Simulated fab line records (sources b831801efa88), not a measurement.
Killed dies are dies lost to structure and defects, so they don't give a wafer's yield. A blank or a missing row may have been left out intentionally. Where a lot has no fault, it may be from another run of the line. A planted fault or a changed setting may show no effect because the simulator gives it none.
Chamber matching || flow sfq_line || cmp-02 running SFQ_TRILAYER_I0_CMP_CMP_028: 4 sister chambers
The step polishes SiO2. 4 wafers are shown with their chamber, then 7 later ones without.

== WAFERS PAIRED WITH THEIR CHAMBERS ==
{"wafer": "L456.2", "chamber": 2, "motor_current_A (A)": 8.6}
{"wafer": "L462.1", "chamber": 3, "motor_current_A (A)": 11.1}
{"wafer": "L463.3", "chamber": 1, "motor_current_A (A)": 9.8}
{"wafer": "L464.1", "chamber": 0, "motor_current_A (A)": 9.6}

== WAFERS MISSING THEIR CHAMBER ==
{"wafer": "L464.5", "motor_current_A (A)": 8.4}
{"wafer": "L464.6", "motor_current_A (A)": 9.5}
{"wafer": "L468.2", "motor_current_A (A)": 10.2}
{"wafer": "L468.3", "motor_current_A (A)": 10.7}
{"wafer": "L477.1", "motor_current_A (A)": 8.5}
{"wafer": "L477.5", "motor_current_A (A)": 9.8}
{"wafer": "L477.6", "motor_current_A (A)": 9.8}

== EACH ONE'S CHAMBER ==
{"wafer": "L464.5", "from the rows above": 2, "in truth": 2}
{"wafer": "L464.6", "from the rows above": "can't be placed: 0 or 1", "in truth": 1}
{"wafer": "L468.2", "from the rows above": "can't be placed: 1 or 0", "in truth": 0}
{"wafer": "L468.3", "from the rows above": 3, "in truth": 3}
{"wafer": "L477.1", "from the rows above": 2, "in truth": 2}
{"wafer": "L477.5", "from the rows above": "can't be placed: 1 or 0", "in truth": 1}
{"wafer": "L477.6", "from the rows above": "can't be placed: 1 or 0", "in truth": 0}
Placed correctly: 3 of 7. Can't be placed from these rows: 4 (the true chamber is among the candidates in 4). Number placed wrongly: 0.
How it was worked out, from the rows above alone: a wafer's distance from a chamber is the root of the sum, over the readings, of the square of ((its reading less the chamber's mean) divided by the reading's scatter). The wafer belongs to the nearest chamber; if the next one is less than 2 further off, it can't be placed. The mean given for a chamber averages the wafers shown for that chamber. The scatter: with one shown wafer a chamber, the root of the mean of the squares of how far each hidden wafer lies from its nearest shown one.
